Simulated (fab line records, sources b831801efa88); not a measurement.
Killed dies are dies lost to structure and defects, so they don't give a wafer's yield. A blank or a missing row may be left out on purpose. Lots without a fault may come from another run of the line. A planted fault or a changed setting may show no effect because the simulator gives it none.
Tool commonality check | flow gf180mcu | 12 lots, 36 wafers sampled

WHY IT WAS OPENED
At GF_M2_CD_MEAS_14 the reading cd_nm is flagged on 1 of 12 lots. Wafers without a fault read 280.4 nm, standard deviation 1.3.
Rule: a lot is flagged when every wafer of it that has a number lies more than 4 standard deviations from that mean, or none has a number. The other lots count as sound.

lot  | measured     | on        | cd_nm (nm), wafer by wafer | flag
L291 | day 20 07:29 | cd_sem-02 | 280.4 279.6 280.1          |
L292 | day 20 13:44 | cd_sem-02 | 278.8 280.4 278.4          |
L293 | day 21 04:29 | cd_sem-02 | 280.8 280.1 280.7          |
L295 | day 21 18:11 | cd_sem-02 | 277.8 278.4 278.6          |
L296 | day 22 05:26 | cd_sem-02 | 281.1 280.9 281.6          |
L297 | day 22 19:40 | cd_sem-01 | 280.7 282.2 281.8          |
L298 | day 22 23:41 | cd_sem-01 | 280.4 279.7 279.8          |
L303 | day 24 15:07 | cd_sem-01 | 279.2 279.4 278.9          |
L304 | day 24 23:13 | cd_sem-01 | 279.9 280.7 280.0          |
L305 | day 25 11:56 | cd_sem-02 | 265.5 254.5 243.2          | FLAGGED
L308 | day 26 07:42 | cd_sem-01 | 279.6 279.2 280.5          |
L311 | day 27 03:11 | cd_sem-01 | 281.2 281.9 282.4          |
The numbers of the flagged lots are 254.4 nm on average: -26.0 nm against the usual, or -20 standard deviations.

WHICH TOOL RAN EACH LOT
The record holds 2 process steps before the reading, out of a route of 602 steps. In each cell: the tool, then ch and the chambers that the sampled wafers went through, then the start.
lot  | flag    | GF_V1_STRIP_18                       | GF_M2_EXPOSE_11
L291 |         | plasma_asher-02 ch 0,1, day 19 05:45 | krf_scanner-02 ch 0, day 19 19:46
L292 |         | plasma_asher-01 ch 0,1, day 19 11:51 | krf_scanner-02 ch 0, day 20 01:41
L293 |         | plasma_asher-02 ch 0,1, day 20 02:50 | krf_scanner-02 ch 0, day 20 16:41
L295 |         | plasma_asher-01 ch 0,1, day 20 17:51 | krf_scanner-01 ch 0, day 21 07:12
L296 |         | plasma_asher-02 ch 0,1, day 21 04:24 | krf_scanner-01 ch 0, day 21 17:49
L297 |         | plasma_asher-02 ch 0,1, day 21 18:16 | krf_scanner-01 ch 0, day 22 07:56
L298 |         | plasma_asher-02 ch 0,1, day 21 23:50 | krf_scanner-01 ch 0, day 22 13:19
L303 |         | plasma_asher-03 ch 0,1, day 23 15:08 | krf_scanner-02 ch 0, day 24 04:01
L304 |         | plasma_asher-02 ch 0,1, day 24 00:00 | krf_scanner-02 ch 0, day 24 13:24
L305 | FLAGGED | plasma_asher-01 ch 0,1, day 24 12:50 | krf_scanner-01 ch 0, day 25 00:48
L308 |         | plasma_asher-01 ch 0,1, day 25 09:47 | krf_scanner-02 ch 0, day 25 21:23
L311 |         | plasma_asher-03 ch 0,1, day 26 05:45 | krf_scanner-02 ch 0, day 26 17:52
What these steps do:
- GF_V1_STRIP_18: strips in O2/N2.
- GF_M2_EXPOSE_11: exposes mask Metal2, target cd 280 nm.
- GF_M2_CD_MEAS_14: target cd 280 nm.

FLAGGED OVER TOTAL, TOOL BY TOOL (the gauges that took the reading come last)
step             | tool            | lots run | flagged | share of the flagged lots | sound lots run after its first flagged lot
GF_V1_STRIP_18   | plasma_asher-01 | 4        | 1       | all                       | 1 (L308)
GF_V1_STRIP_18   | plasma_asher-02 | 6        | 0       | none                      | -
GF_V1_STRIP_18   | plasma_asher-03 | 2        | 0       | none                      | -
GF_M2_EXPOSE_11  | krf_scanner-01  | 5        | 1       | all                       | 0
GF_M2_EXPOSE_11  | krf_scanner-02  | 7        | 0       | none                      | -
GF_M2_CD_MEAS_14 | cd_sem-01       | 6        | 0       | none                      | -
GF_M2_CD_MEAS_14 | cd_sem-02       | 6        | 1       | all                       | 0

WHAT THE TABLE ALLOWS
3 rows of the table ran every flagged lot: plasma_asher-01 at GF_V1_STRIP_18, krf_scanner-01 at GF_M2_EXPOSE_11, cd_sem-02 at GF_M2_CD_MEAS_14.
- plasma_asher-01 at GF_V1_STRIP_18: 1 of its 4 lots flagged. Sound lots ran on it after the first flagged one (L308), which a lasting fault on the whole tool wouldn't allow.
- krf_scanner-01 at GF_M2_EXPOSE_11: 1 of its 5 lots flagged. Its last sound lot is L298 (day 22 13:19), its first flagged lot L305 (day 25 00:48): a fault that began between those two fits. Its own readings lie more than 4 standard deviations out on every wafer of the flagged lots: exposure_dose_mJ_cm2.
- cd_sem-02 at GF_M2_CD_MEAS_14: 1 of its 6 lots flagged. Its last sound lot is L296 (day 22 05:26), its first flagged lot L305 (day 25 11:56): a fault that began between those two fits.
Counting lots can't tell these 2 tools apart, because each fits a fault that began at some hour. More lots, or a look at what each step does to the wafer, might.

WHAT THE SIMULATOR HAD PUT IN
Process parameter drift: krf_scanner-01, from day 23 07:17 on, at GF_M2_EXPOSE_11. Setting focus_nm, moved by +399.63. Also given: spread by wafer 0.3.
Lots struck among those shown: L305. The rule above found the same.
